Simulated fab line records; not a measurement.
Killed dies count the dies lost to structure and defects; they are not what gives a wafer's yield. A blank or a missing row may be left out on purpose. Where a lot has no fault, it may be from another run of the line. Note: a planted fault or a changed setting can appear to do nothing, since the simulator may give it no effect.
Which of the tools did it?    flow sky130    6 lots, 18 wafers sampled, at 2 steps of a route of 708

## WHAT THE GAUGES SHOWED, per wafer
SKY_FIELD_ISO_THK_MEAS_23.
lot   measured     on             FIELD_ISO_OXIDATION_01_THK (nm)
L218  day 2 18:48  film_metro-02  10.72 11.02 10.90
L223  day 3 19:08  film_metro-02  11.12 11.01 11.15
L228  day 4 19:23  film_metro-04  10.99 11.01 10.93
L230  day 5 02:00  film_metro-04  11.49 11.40 11.42
L233  day 5 20:01  film_metro-04  11.34 11.24 11.28
L238  day 6 23:41  film_metro-02  11.12 11.26 11.24

## TOOL THAT RAN EACH LOT (tool first, then ch and the chambers of the sampled wafers, then the start)
lot   SKY_FIELD_ISO_ETCH_14
L218  rie_diel-02 ch 0,1, day 2 17:01
L223  rie_diel-01 ch 0,2,3, day 3 17:21
L228  rie_diel-04 ch 0,2,3, day 4 14:11
L230  rie_diel-04 ch 2,3, day 4 23:44
L233  rie_diel-02 ch 0,1,2, day 5 17:53
L238  rie_diel-02 ch 1,3, day 6 21:08
- SKY_FIELD_ISO_ETCH_14: etches BARC in N2/H2, stops on SiO2, time 45.9 s, target depth 60 nm.

## THE ANSWER, worked out from the rows above alone
Rule: the usual values come from the lots themselves. The widest of any qualifying gaps counts: lots, ordered by their means at a reading, are off when they make up no more than a third of the lots, leave a main group of 4 or more, and stand apart from it by 3 or more times the standard deviation of that group's means. A main group is skipped when, at the precision printed for the reading in the tables above, its means are all equal. A lot without any number at a reading at which 4 lots or more have one is off too. The other lots that the step has rows for count as sound.
None of the lots is off at any reading shown; this tells nothing.

## WHAT THE SIMULATOR HAD INSERTED
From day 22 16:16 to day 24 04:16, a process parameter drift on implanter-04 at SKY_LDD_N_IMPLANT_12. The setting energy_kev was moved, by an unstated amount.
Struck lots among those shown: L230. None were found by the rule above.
